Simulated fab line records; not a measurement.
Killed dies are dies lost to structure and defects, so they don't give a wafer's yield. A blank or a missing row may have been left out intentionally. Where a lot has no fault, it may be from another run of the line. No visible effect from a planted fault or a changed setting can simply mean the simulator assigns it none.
Which tool was responsible?    flow sky130    36 wafers from 12 lots sampled at 5 of the route's 708 steps

WHAT THE GAUGES SHOWED, per wafer
No reading from a measuring or inspecting step in the record can be judged against a usual standard deviation.

WHAT TOOL EACH LOT RAN ON (gives the tool, then ch and the chambers of the sampled wafers, and finally the start)
lot   SKY_FIELD_ISO_WET_ETCH_29      SKY_METAL5_SPUTTER_01        SKY_METAL5_METAL_ETCH_15          SKY_PAD_OPEN_ETCH_07               SKY_PAD_OPEN_PROBE_99
L566  wetBench-03 ch 2, day 2 10:25  pvdSputter-04, day 43 04:44  rieMetal-03 ch 0,1, day 44 03:43  rieDiel-02 ch 1,2,3, day 45 23:18  -
L569  wetBench-03 ch 3, day 3 03:26  pvdSputter-03, day 44 01:16  rieMetal-02 ch 0, day 44 23:28    rieDiel-01 ch 0,1,3, day 46 19:37  -
L571  wetBench-02 ch 2, day 3 10:49  pvdSputter-04, day 44 04:20  rieMetal-03 ch 0,1, day 45 02:02  rieDiel-04 ch 0,2,3, day 46 21:02  -
L572  wetBench-01 ch 3, day 3 16:42  pvdSputter-03, day 44 17:02  rieMetal-01 ch 0, day 45 14:53    rieDiel-02 ch 0,1,2, day 47 08:50  -
L575  wetBench-03 ch 0, day 4 07:49  pvdSputter-04, day 45 05:17  rieMetal-01 ch 0,1, day 46 02:54  rieDiel-04 ch 1,2, day 47 20:41    -
L576  wetBench-01 ch 3, day 4 13:10  pvdSputter-04, day 45 15:38  rieMetal-02 ch 0, day 46 12:37    rieDiel-01 ch 0,2,3, day 48 05:03  prober-02, day 48 07:30
L579  wetBench-03 ch 0, day 5 06:26  pvdSputter-04, day 46 11:06  rieMetal-01 ch 0,1, day 47 07:07  rieDiel-01 ch 0,1,2, day 48 21:50  -
L580  wetBench-03 ch 2, day 5 10:47  pvdSputter-04, day 46 13:39  rieMetal-01 ch 0,1, day 47 09:28  rieDiel-01 ch 0,1,2, day 48 23:30  -
L585  wetBench-03 ch 3, day 6 19:30  pvdSputter-03, day 48 02:48  rieMetal-03 ch 0,1, day 48 21:23  rieDiel-01 ch 0,2,3, day 50 08:22  prober-01, day 50 10:44
L587  wetBench-03 ch 2, day 7 00:30  pvdSputter-03, day 48 07:05  rieMetal-01 ch 0,1, day 49 01:35  rieDiel-02 ch 1,2, day 50 12:40    -
L588  wetBench-02 ch 1, day 7 05:19  pvdSputter-01, day 48 11:20  rieMetal-02 ch 1, day 49 05:12    rieDiel-02 ch 0,1, day 50 15:14    -
L589  wetBench-01 ch 3, day 7 10:42  pvdSputter-01, day 48 18:07  rieMetal-02 ch 0, day 49 11:19    rieDiel-04 ch 0,3, day 50 20:02    -
- SKY_FIELD_ISO_WET_ETCH_29: etches Si3N4 in H3PO4, target depth 160 nm, time 1825 s.
- SKY_METAL5_SPUTTER_01: material TiN, target thk 20 nm, time 16.7 s.
- SKY_METAL5_METAL_ETCH_15: etches the open film in Cl2/BCl3, stops on SiO2, target depth 1260 nm, time 252 s.
- SKY_PAD_OPEN_ETCH_07: etches the open film in CF4/O2, stops on AlCu, target depth 725 nm, time 161.1 s.
- SKY_PAD_OPEN_PROBE_99

WHAT THE TOOLS THEMSELVES READ (means of the sampled wafers that have a number; where no wafer has one, the mark that the record gives instead)
SKY_METAL5_SPUTTER_01. Usual: chamberPressurePa 0.3999 Pa, standard deviation 0.00075; throttleValvePct 30.1 %, standard deviation 1.1.
lot   tool           chamberPressurePa (Pa)  throttleValvePct (%)  flag
L566  pvdSputter-04  0.3996                  30.7                  
L569  pvdSputter-03  0.4001                  28.9                  
L571  pvdSputter-04  0.3995                  30.7                  
L572  pvdSputter-03  0.3996                  28.8                  
L575  pvdSputter-04  0.4001                  29.7                  
L576  pvdSputter-04  0.3993                  30.7                  
L579  pvdSputter-04  0.4004                  29.6                  
L580  pvdSputter-04  0.3995                  30.7                  
L585  pvdSputter-03  0.4008                  29.7                  
L587  pvdSputter-03  0.4000                  29.1                  
L588  pvdSputter-01  0.3998                  30.9                  
L589  pvdSputter-01  0.3997                  30.7                  

SKY_METAL5_METAL_ETCH_15. Usual: chamberPressureMTorr 10.000 mTorr, standard deviation 0.0092; drypumpMotorCurrentA 6.1 A, standard deviation 0.36; oesProductAu 0.894 a.u., standard deviation 0.0054; throttleValvePct 22.264 %, standard deviation 0.0086.
lot   tool         chamberPressureMTorr (mTorr)  drypumpMotorCurrentA (A)  oesProductAu (a.u.)  throttleValvePct (%)  flag
L566  rieMetal-03  9.999                         5.7                       0.894                22.259                
L569  rieMetal-02  10.001                        6.0                       0.895                22.264                
L571  rieMetal-03  9.999                         5.7                       0.890                22.263                
L572  rieMetal-01  9.994                         6.6                       0.899                22.257                
L575  rieMetal-01  9.995                         6.6                       0.899                22.268                
L576  rieMetal-02  9.994                         6.0                       0.888                22.261                
L579  rieMetal-01  9.997                         6.6                       0.892                22.264                
L580  rieMetal-01  9.999                         6.6                       0.895                22.262                
L585  rieMetal-03  10.003                        5.6                       0.898                22.265                
L587  rieMetal-01  10.001                        6.5                       0.893                22.259                
L588  rieMetal-02  9.998                         5.9                       0.896                22.263                
L589  rieMetal-02  9.991                         6.0                       0.896                22.260                

SKY_PAD_OPEN_ETCH_07. Usual: chamberPressureMTorr 150.00 mTorr, standard deviation 0.15; drypumpMotorCurrentA 5.6 A, standard deviation 0.44; oesProductAu 0.978 a.u., standard deviation 0.0069; throttleValvePct 5.965 %, standard deviation 0.0094.
lot   tool        chamberPressureMTorr (mTorr)  drypumpMotorCurrentA (A)  oesProductAu (a.u.)  throttleValvePct (%)  flag
L566  rieDiel-02  149.87                        5.6                       0.978                5.965                 
L569  rieDiel-01  149.96                        5.6                       0.985                5.973                 
L571  rieDiel-04  149.94                        6.1                       0.978                5.959                 
L572  rieDiel-02  149.92                        5.6                       0.974                5.964                 
L575  rieDiel-04  149.93                        5.6                       0.978                5.960                 
L576  rieDiel-01  150.03                        5.4                       0.977                5.971                 
L579  rieDiel-01  150.05                        5.5                       0.981                5.959                 
L580  rieDiel-01  149.98                        5.5                       0.979                5.960                 
L585  rieDiel-01  150.05                        5.3                       0.980                5.965                 
L587  rieDiel-02  150.21                        5.3                       0.984                5.959                 
L588  rieDiel-02  149.88                        5.5                       0.979                5.967                 
L589  rieDiel-04  150.09                        6.2                       0.974                5.972                 

SKY_PAD_OPEN_PROBE_99. Usual: killed_at_M0_to_M3 44, standard deviation 6; killed_at_M4_up 2.9, standard deviation 1.5; killedAtContacts 24, standard deviation 4.9; killedAtFrontEnd 16, standard deviation 4.3; killedAtOther 0.3, standard deviation 0.54; killedDies 87, standard deviation 8.7; killedOnRim 17, standard deviation 3.6; killedOpen 48, standard deviation 6.7; killedShort 39, standard deviation 5.9.
lot   tool       killed_at_M0_to_M3  killed_at_M4_up  killedAtContacts  killedAtFrontEnd  killedAtOther  killedDies  killedOnRim  killedOpen  killedShort  flag
L576  prober-02  46                  2.7              21                16                0.0            86          18           47          39           
L585  prober-01  36                  2.0              24                54                0.3            116         28           42          31           OFF

THE ANSWER, worked out from the rows above alone
Rule: take the mean of a lot's wafers that have a number; if it is more than 3 standard deviations from the usual mean, the lot is off. Also off: a lot with no number at a reading for which 4 or more lots have one. All remaining lots with rows at the step are treated as sound. First the gauges in route order, then the tools' own readings, where a lot's mean is used as printed above. The first step at which some lot is off is used, and at that step the reading that is off furthest; a lot without a number counts as furthest.
Off, at SKY_PAD_OPEN_PROBE_99 on killedAtFrontEnd: L585. Neither off nor sound, because the step has no rows for them: L566, L569, L571, L572, L575, L579, L580, L587, L588, L589.
If a tool, at that step or one of the process steps before it, ran each lot that is off and ran no sound lot following the first of them, it fits. Can't be told from this: 5 tools fit, wetBench-03 at SKY_FIELD_ISO_WET_ETCH_29, pvdSputter-03 at SKY_METAL5_SPUTTER_01, rieMetal-03 at SKY_METAL5_METAL_ETCH_15, rieDiel-01 at SKY_PAD_OPEN_ETCH_07, prober-01 at SKY_PAD_OPEN_PROBE_99.

WHAT THE SIMULATOR HAD PUT IN
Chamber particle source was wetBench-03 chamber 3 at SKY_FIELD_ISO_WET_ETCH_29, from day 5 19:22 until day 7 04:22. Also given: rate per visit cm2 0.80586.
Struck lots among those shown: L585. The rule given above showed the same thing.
